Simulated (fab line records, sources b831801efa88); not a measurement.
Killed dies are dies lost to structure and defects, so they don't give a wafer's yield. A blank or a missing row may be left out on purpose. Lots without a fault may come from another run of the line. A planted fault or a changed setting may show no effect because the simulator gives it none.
A struck lot beside a sound one | flow sky130 | 15 steps out of a route of 708
Sound: wafers L894.4, L894.5, L894.6. Struck: wafers L885.1, L885.3, L885.5. The cause comes at the end.
At each step with rows: each side's tool, then ch and its chambers, then its first start. Under that, the readings that differ: sound wafers | struck wafers | difference of the means | sigmas: that difference in standard deviations of wafers without a fault.
alike: readings whose means differ by less than 2 such deviations, and words and numbers that are the same on both sides. not compared: withheld readings, readings that some wafer has no value for, bounds like >300 that may hide the same value, and numbers for which the record gives no deviation and whose values overlap.
The two part at a step that has a row with sigmas, a row that says differs or no value, or rows on one side only. Numbers that don't overlap but have no deviation are shown without sigmas and don't part them. A reading that every wafer of one side lacks parts them only if that side has two wafers or more.

first, 2 steps without rows for these wafers: SKY_SALICIDE_CLEAN_00 (cleans in HF-last, time 30 s); SKY_LI_CONTACT_HDPCVD_00 (deposits PSG, target thk 930 nm, time 155 s).
SKY_LI_CONTACT_THK_MEAS_01:
  sound on film_metro-01, day 33 00:16; struck on film_metro-03, day 30 01:16
  alike: LI_CONTACT_HDPCVD_THK
SKY_LI_CONTACT_CMP_02: polishes PSG.
  sound on cmp-02 ch 0,1,2, day 33 00:26; struck on cmp-01 ch 0,1,2, day 30 01:26
  alike: motor_current_A, retaining_ring_pressure_frac, slurry_flow_ml_min, time_to_endpoint_s
SKY_LI_CONTACT_BOW_MEAS_03:
  sound on film_metro-01, day 33 00:39; struck on film_metro-03, day 30 01:38
  alike: LI_CONTACT_BOW
then, 7 steps without rows for these wafers: SKY_LI_CONTACT_DEHYDRATE_04 (time 60 s); SKY_LI_CONTACT_HMDS_05 (prime time 60 s); SKY_LI_CONTACT_COAT_06 (resist thk 60 nm); SKY_LI_CONTACT_COAT_07 (resist thk 450 nm); SKY_LI_CONTACT_SOFTBAKE_08 (time 90 s); SKY_LI_CONTACT_EXPOSE_09 (exposes mask LICM1, target cd 170 nm); SKY_LI_CONTACT_PEB_10.
SKY_LI_CONTACT_DEVELOP_11: develop time 60 s.
  sound on litho_track-02 ch 0, day 34 04:00; struck on litho_track-04 ch 0, day 31 05:00
  reading              | sound             | struck            | difference | sigmas
  developer_temp_C (C) | 21.06 21.12 21.08 | 23.28 23.02 23.23 | +2.09      | +21
SKY_LI_CONTACT_CD_MEAS_12: target cd 170 nm.
  sound on cd_sem-01, day 34 04:26; struck on cd_sem-01, day 31 05:58
  alike: cd_nm
then, 1 step without rows for these wafers: SKY_PAD_OPEN_PROBE_99.

WHERE THEY PART
Only at SKY_LI_CONTACT_DEVELOP_11, within this record. Later steps at which nothing parts them and some readings are alike: SKY_LI_CONTACT_CD_MEAS_12.

WHY: what the simulator had put in
Process parameter drift: litho_track-04, from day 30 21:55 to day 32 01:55, at SKY_LI_CONTACT_DEVELOP_11. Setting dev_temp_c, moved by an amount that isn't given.
